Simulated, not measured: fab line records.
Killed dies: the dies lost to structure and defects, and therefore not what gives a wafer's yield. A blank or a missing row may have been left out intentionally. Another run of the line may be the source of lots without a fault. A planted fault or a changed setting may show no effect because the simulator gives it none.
A single fault, viewed from 2 desks / flow sky130 / each desk holds nothing but its own numbers, with what lay behind them at the end

THE METROLOGY DESK
Lot by lot, what the gauges showed, no matter which tool ran the lot: averages of those sampled wafers that carry a number. The brackets show how far a lot's mean lies from the usual mean; more than 4 standard deviations puts the lot out of limits, marked OUT. Readings shown: 7 of its 8, picked as those furthest out on some lot.
Columns: A = PWDE_OVL at SKY_PWDE_OVL_MEAS_07, usual 0.7 nm; B = PWDE_TW at SKY_PWDE_TW_MEAS_10, usual 367.8; C = NWELL_00_OVL at SKY_NWELL_OVL_MEAS_10, usual 0.5 nm; D = NWELL_TW at SKY_NWELL_TW_MEAS_15, usual 1792; E = NWELL_01_OVL at SKY_NWELL_OVL_MEAS_23, usual 0.8 nm; F = NWELL_2_TW at SKY_NWELL_TW_MEAS_26, usual 488; G = NWELL_RS at SKY_NWELL_RS_MEAS_29, usual 625.0 ohm/sq
lot=L252; first seen here=day 4 13:02; A=1.5; B=369.9; C=-1.0; D=1786; E=0.7; F=489; G=626.0
lot=L254; first seen here=day 4 18:10; A=1.3; B=366.5; C=-1.3; D=1790; E=1.3; F=490; G=623.3
lot=L259; first seen here=day 6 04:14; A=-0.1; B=368.9; C=2.0; D=1794; E=1.7; F=484; G=625.8
lot=L264; first seen here=day 7 02:23; A=0.1; B=365.3; C=0.2; D=1783; E=0.1; F=483; G=626.3
lot=L265; first seen here=day 7 07:53; A=2.1; B=364.8; C=0.6; D=1772; E=-0.7; F=491; G=621.2
lot=L266; first seen here=day 7 20:17; A=-1.9; B=372.5; C=1.0; D=1770; E=0.1; F=489; G=626.6
lot=L267; first seen here=day 7 20:38; A=-0.0; B=365.5; C=0.4; D=1788; E=1.8; F=494; G=622.6
This desk found nothing out of limits on any of the 7 lots.

TOOL OWNER'S DESK, litho_track-03
The tool's own readings at SKY_NWELL_DEVELOP_09 (develop time 60 s): means of the sampled wafers that have a number, for each lot that ran on this tool. The brackets show how far a lot's mean lies from the usual mean; more than 4 standard deviations puts the lot out of limits, marked OUT.
Columns: A = chill_plate_temp_C at SKY_NWELL_DEVELOP_09, usual 23.01 C
lot=L254; first seen here=day 5 12:00; A=23.03
lot=L259; first seen here=day 6 22:00; A=23.02
lot=L264; first seen here=day 7 20:00; A=23.01
lot=L265; first seen here=day 8 02:00; A=23.25
lot=L266; first seen here=day 8 16:00; A=23.02
This desk found nothing out of limits on any of the 5 lots.

PUT TOGETHER
Nothing out of limits was seen by the metrology desk.
The tool owner's desk saw nothing out of limits.

WHAT THE SIMULATOR PUT IN
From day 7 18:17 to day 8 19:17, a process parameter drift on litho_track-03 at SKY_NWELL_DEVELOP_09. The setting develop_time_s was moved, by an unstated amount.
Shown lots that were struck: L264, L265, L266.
